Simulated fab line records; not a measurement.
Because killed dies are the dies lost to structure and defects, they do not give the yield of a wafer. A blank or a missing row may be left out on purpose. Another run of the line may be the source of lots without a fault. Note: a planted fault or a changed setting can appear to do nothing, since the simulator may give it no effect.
A single fault, viewed from 2 desks + flow gf180mcu + each desk holds nothing but its own numbers, with what lay behind them at the end

## TOOL OWNER'S DESK, pecvd-03
The tool's own readings at GF_PASSIVATION_CVD_02 (deposits Si3N4, target thk 700 nm, time 486.18 s): means of the sampled wafers that have a number, for each lot that ran on this tool. The brackets show how far a lot's mean lies from the usual mean; more than 4 standard deviations puts the lot out of limits, marked OUT.
Columns: A = heater power w at GF_PASSIVATION_CVD_02, usual 737 W
| lot  | first seen here | A   |
|------|-----------------|-----|
| L139 | day 29 03:55    | 808 |
| L143 | day 30 03:53    | 665 |
| L144 | day 30 12:58    | 766 |
| L155 | day 33 06:26    | 797 |
| L158 | day 33 22:11    | 750 |
This desk's finding: nothing out of limits on any of the 5 lots.

## THE METROLOGY DESK
Lot by lot, what the gauges showed, no matter which tool ran the lot: averages of those sampled wafers that carry a number. The brackets show how far a lot's mean lies from the usual mean; more than 4 standard deviations puts the lot out of limits, marked OUT.
Columns: A = MIM_ALCU_THK at GF_MIM_THK_MEAS_11, usual 201.9 nm; B = PASSIVATION_CVD_02_THK at GF_PASSIVATION_THK_MEAS_03, usual 702 nm
| lot  | first seen here | A     | B              |
|------|-----------------|-------|----------------|
| L137 | day 24 18:10    | 201.1 | 700            |
| L138 | day 24 19:47    | 201.9 | 702            |
| L139 | day 25 15:43    | 202.7 | 711            |
| L143 | day 26 16:38    | 202.0 | 761 (+6.1) OUT |
| L144 | day 27 03:03    | 200.7 | 774 (+7.4) OUT |
| L150 | day 28 16:40    | 200.0 | 705            |
| L151 | day 28 19:06    | 199.4 | 688            |
| L154 | day 30 04:10    | 199.8 | 710            |
| L155 | day 30 06:02    | 202.6 | 706            |
| L156 | day 30 09:07    | 200.8 | 699            |
| L157 | day 30 12:31    | 204.6 | 705            |
| L158 | day 31 00:31    | 201.3 | 705            |
| L159 | day 31 03:01    | 201.1 | 708            |
| L160 | day 31 22:18    | 200.4 | 708            |
Per this desk, out of limits: L143, L144; the first was L143, day 30 04:11 (PASSIVATION_CVD_02_THK at GF_PASSIVATION_THK_MEAS_03). Within limits: L137, L138, L139, L150, L151, L154, L155, L156, L157, L158, L159, L160.

## PUT TOGETHER
L143, L144 would have let the metrology desk raise an alarm at day 30 04:11.
The desk of the tool owner found nothing out of limits.
Tool owner's desk: L143, L144 on record, inside its limits.
Of the lots named, all ran GF_PASSIVATION_CVD_02 on pecvd-03.

## WHAT WAS PUT IN BY THE SIMULATOR
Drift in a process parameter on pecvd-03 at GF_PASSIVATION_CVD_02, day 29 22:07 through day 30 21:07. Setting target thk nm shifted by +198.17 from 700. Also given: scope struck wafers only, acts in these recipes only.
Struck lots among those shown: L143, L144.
Per desk, hours elapsed from the start of the fault to the first reading out of limits: for the metrology desk, 6.
